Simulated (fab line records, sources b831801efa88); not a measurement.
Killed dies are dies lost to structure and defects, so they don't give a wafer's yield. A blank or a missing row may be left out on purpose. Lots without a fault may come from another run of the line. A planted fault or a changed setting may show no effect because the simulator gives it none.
Which tool did it? | flow sky130 | 12 lots, 36 wafers sampled, at 5 steps of a route of 708

WHAT THE GAUGES READ, wafer by wafer
SKY_NWELL_OVL_MEAS_10.
lot  | measured     | on         | NWELL_00_OVL (nm)
L710 | day 4 12:59  | overlay-02 | 0.7 0.4 0.0
L713 | day 5 06:47  | overlay-02 | 2.5 1.0 0.6
L714 | day 5 13:05  | overlay-02 | 0.3 2.3 -1.2
L716 | day 6 04:26  | overlay-01 | 1.7 1.3 1.0
L717 | day 6 05:47  | overlay-02 | 1.7 2.5 2.9
L720 | day 6 22:44  | overlay-01 | 1.9 -0.1 2.0
L723 | day 7 14:47  | overlay-01 | 2.4 0.9 2.0
L729 | day 9 12:08  | overlay-02 | 2.6 2.2 2.6
L730 | day 9 15:44  | overlay-01 | 0.8 1.4 0.1
L731 | day 9 16:08  | overlay-02 | 2.5 0.0 1.3
L732 | day 9 20:25  | overlay-01 | -1.1 0.8 -0.4
L733 | day 10 07:01 | overlay-02 | -0.3 1.6 -0.1

SKY_VT_ADJUST_LVTN_TW_MEAS_10.
lot  | measured     | on            | VT_ADJUST_LVTN_TW
L710 | day 6 19:50  | film_metro-01 | 240.5 239.9 239.6
L713 | day 7 16:18  | film_metro-02 | 242.2 243.7 241.7
L714 | day 7 22:31  | film_metro-03 | 240.3 240.4 240.4
L716 | day 8 16:05  | film_metro-01 | 241.6 242.8 242.6
L717 | day 8 17:46  | film_metro-03 | 238.1 240.7 231.9
L720 | day 9 12:03  | film_metro-01 | 234.2 240.8 232.4
L723 | day 10 06:10 | film_metro-03 | 240.2 240.6 240.6
L729 | day 12 10:54 | film_metro-02 | 241.6 241.5 240.1
L730 | day 12 15:05 | film_metro-03 | 242.6 242.9 242.2
L731 | day 12 16:05 | film_metro-02 | 242.4 239.0 242.5
L732 | day 12 20:53 | film_metro-01 | 239.7 239.1 239.3
L733 | day 13 08:14 | film_metro-03 | 243.0 242.4 242.1

WHICH TOOL RAN EACH LOT (tool, then ch and the chambers of the sampled wafers, then the start)
lot  | SKY_NWELL_STRIP_25                   | SKY_VT_ADJUST_LVTN_IMPLANT_08   | SKY_VT_ADJUST_LVTN_STRIP_09
L710 | plasma_asher-03 ch 0,1, day 5 07:19  | implanter-01 ch 0, day 6 19:35  | plasma_asher-04 ch 0,1, day 6 19:44
L713 | plasma_asher-02 ch 0,1, day 6 01:54  | implanter-03 ch 0, day 7 16:03  | plasma_asher-03 ch 0,1, day 7 16:12
L714 | plasma_asher-02 ch 0,1, day 6 08:04  | implanter-03 ch 0, day 7 22:16  | plasma_asher-02 ch 0,1, day 7 22:25
L716 | plasma_asher-01 ch 0,1, day 6 23:03  | implanter-03 ch 0, day 8 15:50  | plasma_asher-03 ch 0,1, day 8 15:59
L717 | plasma_asher-02 ch 0,1, day 7 01:00  | implanter-03 ch 0, day 8 17:32  | plasma_asher-02 ch 0,1, day 8 17:39
L720 | plasma_asher-02 ch 0,1, day 7 18:25  | implanter-03 ch 0, day 9 11:48  | plasma_asher-03 ch 0,1, day 9 11:57
L723 | plasma_asher-01 ch 0,1, day 8 11:07  | implanter-01 ch 0, day 10 05:55 | plasma_asher-02 ch 0,1, day 10 06:04
L729 | plasma_asher-02 ch 0,1, day 10 10:48 | implanter-04 ch 0, day 12 10:41 | plasma_asher-04 ch 0,1, day 12 10:49
L730 | plasma_asher-02 ch 0,1, day 10 14:49 | implanter-03 ch 0, day 12 14:50 | plasma_asher-03 ch 0,1, day 12 14:59
L731 | plasma_asher-01 ch 0,1, day 10 15:10 | implanter-03 ch 0, day 12 15:50 | plasma_asher-02 ch 0,1, day 12 15:59
L732 | plasma_asher-03 ch 0,1, day 10 19:40 | implanter-03 ch 0, day 12 20:40 | plasma_asher-04 ch 0,1, day 12 20:47
L733 | plasma_asher-02 ch 0, day 11 06:36   | implanter-01 ch 0, day 13 08:01 | plasma_asher-04 ch 0,1, day 13 08:08
- SKY_NWELL_STRIP_25: strips in O2/N2.
- SKY_VT_ADJUST_LVTN_IMPLANT_08
- SKY_VT_ADJUST_LVTN_STRIP_09: strips in O2/N2.

WHAT THE TOOLS THEMSELVES READ (means of the sampled wafers that have a number; where no wafer has one, the mark that the record gives instead)
SKY_NWELL_STRIP_25.
lot  | tool            | drypump_motor_current_A (A) | oes_product_au (a.u.) | strip_time_to_endpoint_s (s)
L710 | plasma_asher-03 | 5.45                        | 0.722                 | 36.75
L713 | plasma_asher-02 | 5.49                        | 0.723                 | 36.94
L714 | plasma_asher-02 | 5.60                        | 0.726                 | 36.91
L716 | plasma_asher-01 | 5.47                        | 0.723                 | 36.93
L717 | plasma_asher-02 | 5.60                        | 0.718                 | 36.87
L720 | plasma_asher-02 | 5.47                        | 0.723                 | 36.83
L723 | plasma_asher-01 | 5.49                        | 0.720                 | 36.84
L729 | plasma_asher-02 | 5.60                        | 0.730                 | 36.83
L730 | plasma_asher-02 | 5.49                        | 0.726                 | 36.83
L731 | plasma_asher-01 | 5.46                        | 0.719                 | 36.90
L732 | plasma_asher-03 | 5.45                        | 0.724                 | 36.81
L733 | plasma_asher-02 | 5.36                        | 0.723                 | 36.87

SKY_VT_ADJUST_LVTN_STRIP_09.
lot  | tool            | drypump_motor_current_A (A) | oes_product_au (a.u.) | strip_time_to_endpoint_s (s)
L710 | plasma_asher-04 | 5.98                        | 0.719                 | 36.86
L713 | plasma_asher-03 | 5.43                        | 0.727                 | 36.91
L714 | plasma_asher-02 | 5.47                        | 0.721                 | 36.82
L716 | plasma_asher-03 | 5.67                        | 0.726                 | 36.80
L717 | plasma_asher-02 | 5.59                        | 0.728                 | 36.96
L720 | plasma_asher-03 | 5.45                        | 0.727                 | 36.92
L723 | plasma_asher-02 | 5.49                        | 0.721                 | 36.72
L729 | plasma_asher-04 | 5.83                        | 0.719                 | 36.86
L730 | plasma_asher-03 | 5.67                        | 0.724                 | 36.96
L731 | plasma_asher-02 | 5.62                        | 0.722                 | 36.88
L732 | plasma_asher-04 | 5.83                        | 0.724                 | 36.91
L733 | plasma_asher-04 | 5.97                        | 0.725                 | 36.82

THE ANSWER, worked out from the rows above alone
Rule: what is usual is taken from the lots themselves. Put in order of their means at a reading, lots are off if they are a third of the lots or fewer, leave a main group of 4 or more, and stand apart from it by a gap of 3 or more times the standard deviation of the main group's means; of several such gaps the widest counts. A main group whose means are all the same, to the digits that the tables above print for the reading, isn't used. A lot without any number at a reading at which 4 lots or more have one is off too. The other lots that the step has rows for count as sound. The gauges are gone through in route order, then the tools' own readings, and for those a lot's mean is taken as printed above. The first step at which some lot is off is used, and at that step the reading that is off furthest; a lot without a number counts as furthest.
No lot is off at any reading shown: from this, nothing can be told.

WHAT THE SIMULATOR HAD PUT IN
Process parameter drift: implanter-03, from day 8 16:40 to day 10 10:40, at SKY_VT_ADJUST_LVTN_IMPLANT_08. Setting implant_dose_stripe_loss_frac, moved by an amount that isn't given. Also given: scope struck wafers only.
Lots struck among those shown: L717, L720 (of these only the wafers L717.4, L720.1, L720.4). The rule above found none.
